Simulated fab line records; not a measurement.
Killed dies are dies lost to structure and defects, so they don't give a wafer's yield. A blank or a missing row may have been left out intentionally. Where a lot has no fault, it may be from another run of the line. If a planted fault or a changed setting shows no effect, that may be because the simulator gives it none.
Comparing a struck lot with a sound one ; flow sky130 ; 19 steps out of a route of 708
Sound: these wafers, L535.4, L535.5, L535.6. Struck: wafers L537.2, L537.4 (left out: L537.3, a lot-mate that was not struck); the cause follows at the end.
Each step with rows lists, per side, the tool, then ch with its chambers, then its first start. Under that, the readings that differ: sound wafers ; struck wafers ; difference of the means ; sigmas: that difference in standard deviations of wafers without a fault.
alike: same words and numbers on both sides, and readings whose means sit less than 2 such deviations apart. not compared: any withheld reading, any reading some wafer has no value for, any bound like >300 that may hide the same value, and any number with overlapping values for which the record gives no deviation.
Wherever a step has rows on one side only, a row that says differs or no value, or a row with sigmas, the two part there. Numbers that have no deviation but don't overlap get no sigmas and don't part them. A reading missing from all wafers of one side parts the sides only when that side holds two or more wafers.

first, 1 step without rows for these wafers: SKY_VT_ADJUST_NCORE_DEVELOP_06 (develop time 60 s).
SKY_VT_ADJUST_NCORE_CD_MEAS_07: the cd target is 380 nm.
  sound on cdSem-02 at day 9 19:30; struck on cdSem-01 at day 10 11:37
  alike: cdNm
SKY_VT_ADJUST_NCORE_OVL_MEAS_08:
  sound on overlay-01 at day 9 19:34; struck on overlay-01 at day 10 11:43
  alike: VT_ADJUST_NCORE_OVL
following that, these wafers have no rows for 1 step: SKY_VT_ADJUST_NCORE_IMPLANT_09.
SKY_VT_ADJUST_NCORE_STRIP_10: strips in O2/N2.
  sound on plasmaAsher-04 ch 0,1, day 9 19:47; struck on plasmaAsher-03 ch 0,1, day 10 11:53
  alike: drypumpMotorCurrentA, oesProductAu, stripTimeToEndpointS
  not compared: rfHoursCounterH
SKY_VT_ADJUST_NCORE_TW_MEAS_11:
  sound on filmMetro-04 at day 9 19:52; struck on filmMetro-04 at day 10 12:00
  alike: VT_ADJUST_NCORE_TW
then, 6 steps without rows for these wafers: SKY_VT_ADJUST_HVTR_DEHYDRATE_00 (time 60 s); SKY_VT_ADJUST_HVTR_HMDS_01 (prime time 60 s); SKY_VT_ADJUST_HVTR_COAT_02 (resist thk 1140 nm); SKY_VT_ADJUST_HVTR_SOFTBAKE_03 (time 60 s); SKY_VT_ADJUST_HVTR_EXPOSE_04 (exposes mask HVTRM, target cd 380 nm); SKY_VT_ADJUST_HVTR_PEB_05.
SKY_VT_ADJUST_HVTR_DEVELOP_06: develop time 60 s.
  sound on lithoTrack-04 ch 0, day 10 19:19; struck on lithoTrack-04 ch 0, day 11 12:04
  alike: exhaustPa
SKY_VT_ADJUST_HVTR_CD_MEAS_07: the cd target is 380 nm.
  sound on cdSem-02 at day 10 19:27; struck on cdSem-01 at day 11 12:12
reading;sound;struck;difference;sigmas
cdNm (nm);383.0 382.5 383.3;- -;no value on the struck wafers;
SKY_VT_ADJUST_HVTR_OVL_MEAS_08:
  sound on overlay-02 at day 10 19:31; struck on overlay-02 at day 11 12:19
reading;sound;struck;difference;sigmas
VT_ADJUST_HVTR_OVL (nm);-2.9 -2.7 -2.8;- -;no value on the struck wafers;
following that, these wafers have no rows for 1 step: SKY_VT_ADJUST_HVTR_IMPLANT_09.
SKY_VT_ADJUST_HVTR_STRIP_10: strips in O2/N2.
  sound on plasmaAsher-02 ch 0,1, day 10 19:43; struck on plasmaAsher-01 ch 0,1, day 11 12:29
  alike: drypumpMotorCurrentA, oesProductAu, stripTimeToEndpointS
  not compared: rfHoursCounterH
SKY_VT_ADJUST_HVTR_TW_MEAS_11:
  sound on filmMetro-03 at day 10 19:49; struck on filmMetro-01 at day 11 12:36
reading;sound;struck;difference;sigmas
VT_ADJUST_HVTR_TW;207.3 206.9 209.0;29.5 29.6;-178.2;-77
then, 1 step without rows for these wafers: SKY_VT_ADJUST_PCH_DEHYDRATE_00 (time 60 s).

WHERE THEY PART
Earliest at SKY_VT_ADJUST_HVTR_CD_MEAS_07; latest, in this record, at SKY_VT_ADJUST_HVTR_TW_MEAS_11.

WHY: the cause the simulator had injected
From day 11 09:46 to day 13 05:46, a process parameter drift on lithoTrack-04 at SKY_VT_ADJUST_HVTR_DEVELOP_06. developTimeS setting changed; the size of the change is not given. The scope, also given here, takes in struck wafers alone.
